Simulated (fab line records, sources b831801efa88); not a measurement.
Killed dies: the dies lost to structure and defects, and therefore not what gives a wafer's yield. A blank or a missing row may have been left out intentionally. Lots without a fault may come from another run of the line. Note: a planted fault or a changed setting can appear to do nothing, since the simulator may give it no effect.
8D (eight disciplines) problem report, filled in by code    flow sky130    the parts of the form that need people (team, actions taken, sign-off) are left out

## 1. WHAT WENT WRONG
LDD_HVP_TW at SKY_LDD_HVP_TW_MEAS_10 reads a mean of 30 on 6 wafers of 2 lots; wafers without a fault read 458 with a standard deviation of 4.4. That is -97 standard deviations from the usual mean.
Seen first at day 26 08:16 on film metro-03, wafer L531.1. At this step, 42 wafers from 14 lots have a number in the record. The rule behind "out" and "out of limits": a value lying over 4 standard deviations away from the usual mean. Any other wafer with a number is counted as sound.

## 2. WHAT IT IS AND WHAT IT IS NOT
question                     is                      is not
which readings at this step  LDD_HVP_TW              -
which lots                   L531, L532              L520, L521, L524, L526, L527, L528, L529, L530, L540, L541, L542, L543
which wafers of those lots   all that have a number  -
read on which gauges         film metro-03           film metro-01, film metro-04
when                         from day 26 08:16       up to then (24 sound wafers); but 12 sound wafers of L540, L541, L542, L543 came after

## 3. WHAT RULES OUT EACH SUSPECT
Counting: a tool at a process step up to the reading stays a suspect if it ran every lot that is out and no sound lot after the first of them.
- the gauge at SKY_LDD_HVP_TW_MEAS_10: ruled out. All the wafers that are out were read on film metro-03, but those of them that SKY_LDD_HVP_STRIP_09 has rows for are out there too, on other tools.
- plasma asher-01 at SKY_LDD_HVN_STRIP_09 (strips in O2/N2): ruled out as a lasting fault. Sound lots L543 ran on it after its first lot that is out, L531 (day 25 02:07).
- plasma asher-03 at SKY_LDD_HVP_STRIP_09 (strips in O2/N2): ruled out as a lasting fault. Sound lots L541, L542 ran on it after its first lot that is out, L531 (day 26 08:10).
Left after counting: nothing in the record.

## 4. THE CAUSE (what the simulator had put in)
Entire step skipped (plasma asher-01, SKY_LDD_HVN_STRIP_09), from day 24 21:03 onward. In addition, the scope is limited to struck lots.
It was ruled out by counting, in error; the rule expects a fault to strike all lots run on its tool from its start on, and this fault did not.

## 5. SEQUENCE OF EFFECTS, ordered by route
Rows list readings where the struck wafers' mean (over those with a number) sits beyond 3 standard deviations from the usual. Only readings whose record carries a usual standard deviation are examined. hours: median over the lots of the time between each lot's start at the first step of this table that gives one and its start at this step. sigmas: the change, counted in usual standard deviations.
hours  step                    reading                   usual       on struck wafers  change  sigmas
0      SKY_LDD_HVP_STRIP_09    oes product au            0.408 a.u.  0.605             +0.197  +44
0      SKY_LDD_HVP_STRIP_09    strip time to endpoint s  4.132 s     8.940             +4.808  +99 or more
0      SKY_LDD_HVP_TW_MEAS_10  LDD_HVP_TW                458         30                -428    -97
Here are the process steps it includes:
- SKY_LDD_HVP_STRIP_09: strips in O2/N2.
Readings that are blank on the struck wafers while sound wafers have them: chamber pressure mTorr at SKY_LDD_HVN_STRIP_09; drypump motor current A at SKY_LDD_HVN_STRIP_09; oes product au at SKY_LDD_HVN_STRIP_09; strip time to endpoint s at SKY_LDD_HVN_STRIP_09.

## 6. WHAT WOULD HAVE CAUGHT IT SOONER
The first out-of-limits reading at a measuring or inspecting step in this record came at day 26 08:16, 35 hours after the fault's start at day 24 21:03.
At SKY_LDD_HVN_STRIP_09 the tool's readings are blank on the struck wafers, where sound wafers have them: an empty tool record is the first sign, and it was there at once.
